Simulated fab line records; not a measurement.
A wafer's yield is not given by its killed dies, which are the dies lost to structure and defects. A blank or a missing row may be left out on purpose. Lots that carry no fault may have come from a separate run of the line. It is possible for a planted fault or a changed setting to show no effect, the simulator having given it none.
Which tool was responsible? :: flow gf180mcu :: 7 lots with 21 wafers sampled at 3 steps, on a route of 602 steps

WHAT EACH GAUGE READ, for each wafer
GF_SALICIDE_RS_MEAS_04: the measuring method here is four-point-probe.
lot: L242
measured: day 15 08:20
on: film-metro-03
SALICIDE_TIN_RS (ohm/sq): 16.2 16.1 16.2

lot: L244
measured: day 16 03:19
on: film-metro-01
SALICIDE_TIN_RS (ohm/sq): 16.8 16.7 16.2

lot: L248
measured: day 17 18:54
on: film-metro-01
SALICIDE_TIN_RS (ohm/sq): 15.9 16.3 15.9

lot: L250
measured: day 18 10:04
on: film-metro-03
SALICIDE_TIN_RS (ohm/sq): 16.2 16.2 16.2

lot: L252
measured: day 19 06:32
on: film-metro-03
SALICIDE_TIN_RS (ohm/sq): 11.1 16.0 15.9

lot: L261
measured: day 22 17:54
on: film-metro-03
SALICIDE_TIN_RS (ohm/sq): 16.4 16.2 16.4

lot: L264
measured: day 23 09:55
on: film-metro-01
SALICIDE_TIN_RS (ohm/sq): 16.8 16.9 16.9

EACH LOT AND THE TOOL THAT RAN IT (in order: tool; ch and the chambers of the sampled wafers; start)
lot: L242
GF_HV_LDD_RTA_52: rtp-anneal-01 ch 0, day 12 13:11
GF_SALICIDE_SPUTTER_02: pvd-sputter-04, day 15 08:16

lot: L244
GF_HV_LDD_RTA_52: rtp-anneal-01 ch 0, day 13 07:27
GF_SALICIDE_SPUTTER_02: pvd-sputter-01, day 16 03:13

lot: L248
GF_HV_LDD_RTA_52: rtp-anneal-02 ch 0, day 14 19:30
GF_SALICIDE_SPUTTER_02: pvd-sputter-04, day 17 18:48

lot: L250
GF_HV_LDD_RTA_52: rtp-anneal-02 ch 0, day 15 08:07
GF_SALICIDE_SPUTTER_02: pvd-sputter-03, day 18 10:00

lot: L252
GF_HV_LDD_RTA_52: rtp-anneal-01 ch 0, day 16 02:05
GF_SALICIDE_SPUTTER_02: pvd-sputter-03, day 19 06:27

lot: L261
GF_HV_LDD_RTA_52: rtp-anneal-01 ch 0, day 19 14:04
GF_SALICIDE_SPUTTER_02: pvd-sputter-01, day 22 17:51

lot: L264
GF_HV_LDD_RTA_52: rtp-anneal-01 ch 0, day 20 07:38
GF_SALICIDE_SPUTTER_02: pvd-sputter-04, day 23 09:51
- GF_HV_LDD_RTA_52: time 10 s.
- GF_SALICIDE_SPUTTER_02: material Co, target thk 10 nm, time 20 s.

THE ANSWER, worked out from the rows above alone
Rule: usual is defined by the lots themselves. Put in order of their means at a reading, lots are off if they are a third of the lots or fewer, leave a main group of 4 or more, and stand apart from it by a gap of 3 or more times the standard deviation of the main group's means; of several such gaps the widest counts. If all means in a main group match to the digits the tables above print for the reading, that group is not used. A lot without any number at a reading at which 4 lots or more have one is off too. All remaining lots with rows at the step are treated as sound.
Off: L252, at GF_SALICIDE_RS_MEAS_04 (SALICIDE_TIN_RS). Mean 16.4 ohm/sq and standard deviation 0.28 in the main group.
If a tool, at a process step before that reading, ran all the lots that are off and no sound lot after the first of them, it fits. The gauges at GF_SALICIDE_RS_MEAS_04 are tried like those tools. One fits: pvd-sputter-03 at GF_SALICIDE_SPUTTER_02. Its last sound lot is L250 (day 18 10:00), its first lot that is off L252 (day 19 06:27): a fault that began between those two fits.

WHAT THE SIMULATOR PUT IN
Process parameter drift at GF_SALICIDE_SPUTTER_02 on pvd-sputter-03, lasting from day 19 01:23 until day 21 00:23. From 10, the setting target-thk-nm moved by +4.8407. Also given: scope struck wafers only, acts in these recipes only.
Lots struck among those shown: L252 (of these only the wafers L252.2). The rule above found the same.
